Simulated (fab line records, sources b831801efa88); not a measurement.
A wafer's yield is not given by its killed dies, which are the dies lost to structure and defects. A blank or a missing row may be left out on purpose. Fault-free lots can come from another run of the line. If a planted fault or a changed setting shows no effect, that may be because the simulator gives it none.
A struck lot beside a sound one	flow gf180mcu	32 out of 602 route steps
Sound: the wafers L869.1, L869.3, L869.4. Struck: wafer L881.1 (left out: L881.6, a lot-mate that was not struck); the cause follows at the end.
Per side, at each step with rows, come the tool, then ch with its chambers, and then its first start. Under that, the readings that differ: sound wafers	struck wafers	difference of the means	sigmas: that difference in standard deviations of wafers without a fault.
alike: readings with means less than 2 such deviations apart, plus words and numbers identical on both sides. not compared: withheld readings, readings lacking a value on some wafer, bounds such as >300 that could conceal the same value, and numbers that have no deviation in the record and whose values overlap.
The two part at a step that has a row with sigmas, a row that says differs or no value, or rows on one side only. Non-overlapping numbers with no deviation appear without sigmas and do not part them. Lack of a reading on every wafer of one side parts them only where that side has two or more wafers.

GF_HV_LDD_THK_MEAS_57:
  struck on film_metro-04, day 18 10:14; sound on film_metro-02, day 14 08:33
  alike: HV_LDD_CVD_56_THK
GF_HV_LDD_ETCHBACK_58: etches Si3N4 in CH3F/O2, stops on SiO2, time 100 s, target depth 90 nm.
  sound on rie_diel-03 ch 0,2,3, day 14 08:37; struck on rie_diel-03 ch 0, day 18 10:17
  alike: drypump_motor_current_A, oes_product_au, throttle_valve_pct
  not compared: rf_hours_counter_h
then, 7 steps without rows for these wafers: GF_NSD_DEHYDRATE_00 (time 60 s); GF_NSD_HMDS_01 (prime time 60 s); GF_NSD_COAT_02 (resist thk 1000 nm); GF_NSD_SOFTBAKE_03 (time 60 s); GF_NSD_EXPOSE_04 (exposes mask Nplus, target cd 400 nm); GF_NSD_PEB_05; GF_NSD_DEVELOP_06 (develop time 60 s).
GF_NSD_CD_MEAS_07: the cd target is 400 nm.
  struck on cd_sem-02, day 19 10:34; sound on cd_sem-01, day 15 05:32
  alike: cd_nm
GF_NSD_OVL_MEAS_08:
  struck on overlay-02, day 19 10:41; sound on overlay-02, day 15 05:39
  alike: NSD_OVL
following that, these wafers have no rows for 1 step: GF_NSD_IMPLANT_09.
GF_NSD_IMPLANT_10:
  sound on implanter-04 ch 0, day 15 05:50; struck on implanter-04 ch 0, day 19 10:52
reading	sound	struck	difference	sigmas
beam_on_s (s)	10.60 10.37 10.04	8.15	-2.19	-11
faraday_current_uA	2624 2696 2781	3394	+694	+13
  alike: tilt_deg
GF_NSD_STRIP_11: strips in O2/N2.
  sound on plasma_asher-01 ch 0,1, day 15 05:59; struck on plasma_asher-03 ch 0, day 19 11:01
reading	sound	struck	difference	sigmas
drypump_motor_current_A (A)	6.3 6.2 5.7	5.0	-1.1	-2
strip_time_to_endpoint_s (s)	23.06 23.03 23.01	22.89	-0.14	-4
  alike: heater_power_w, oes_product_au
  not compared: rf_hours_counter_h
GF_NSD_TW_MEAS_12:
  struck on film_metro-02, day 19 11:07; sound on film_metro-01, day 15 06:05
  alike: NSD_TW
then, 7 steps without rows for these wafers: GF_PSD_DEHYDRATE_00 (time 60 s); GF_PSD_HMDS_01 (prime time 60 s); GF_PSD_COAT_02 (resist thk 1000 nm); GF_PSD_SOFTBAKE_03 (time 60 s); GF_PSD_EXPOSE_04 (exposes mask Pplus, target cd 400 nm); GF_PSD_PEB_05; GF_PSD_DEVELOP_06 (develop time 60 s).
GF_PSD_CD_MEAS_07: the cd target is 400 nm.
  struck on cd_sem-02, day 20 11:38; sound on cd_sem-02, day 16 03:58
  alike: cd_nm
GF_PSD_OVL_MEAS_08:
  struck on overlay-02, day 20 11:46; sound on overlay-02, day 16 04:05
  alike: PSD_OVL
following that, these wafers have no rows for 1 step: GF_PSD_IMPLANT_09.
GF_PSD_STRIP_10: strips in O2/N2.
  sound on plasma_asher-01 ch 0,1, day 16 04:16; struck on plasma_asher-02 ch 1, day 20 11:57
  alike: drypump_motor_current_A, heater_power_w, oes_product_au, strip_time_to_endpoint_s
  not compared: rf_hours_counter_h
GF_PSD_TW_MEAS_11:
  struck on film_metro-02, day 20 12:03; sound on film_metro-01, day 16 04:22
  alike: PSD_TW
then, 1 step without rows for these wafers: GF_PSD_CLEAN_12 (cleans in SC1/SC2, time 150 s).
GF_PSD_RTA_13: time 20 s.
  sound on rtp_anneal-01 ch 0, day 16 04:32; struck on rtp_anneal-02 ch 0, day 20 12:10
reading	sound	struck	difference	sigmas
lamp_power_pct (%)	34 34 34	40	+6	+2
  alike: wafer_temp_C_max
GF_PSD_RS_MEAS_14: a four-point-probe measurement.
  struck on film_metro-02, day 20 12:15; sound on film_metro-02, day 16 04:37
reading	sound	struck	difference	sigmas
NSD_RS (ohm/sq)	46.07 46.19 46.13	47.20	+1.07	+12
GF_PSD_RS_MEAS_15: a four-point-probe measurement.
  struck on film_metro-02, day 20 12:22; sound on film_metro-02, day 16 04:44
  alike: PSD_RS
-- the record jumps here: 13 days lie between the struck wafers' starts before and after (it left off in module PSD and takes up again in module PASSIVATION, whose first step shown is number 602 of the route) --
GF_PASSIVATION_PROBE_99:
  struck on prober-02, day 33 21:45; sound on prober-02, day 30 21:34
reading	sound	struck	difference	sigmas
model.etest.nplus_u.rs_ohm_sq	60.56 60.1 60.61	61.53	+1.11	

## WHERE THEY PART
First at GF_NSD_IMPLANT_10; last, within this record, at GF_PSD_RS_MEAS_14. Later steps at which nothing parts them and some readings are alike: GF_PSD_RS_MEAS_15.

WHY: what had been put in by the simulator
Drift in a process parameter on implanter-04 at GF_NSD_IMPLANT_10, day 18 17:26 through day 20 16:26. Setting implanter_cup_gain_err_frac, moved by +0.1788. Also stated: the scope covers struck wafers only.
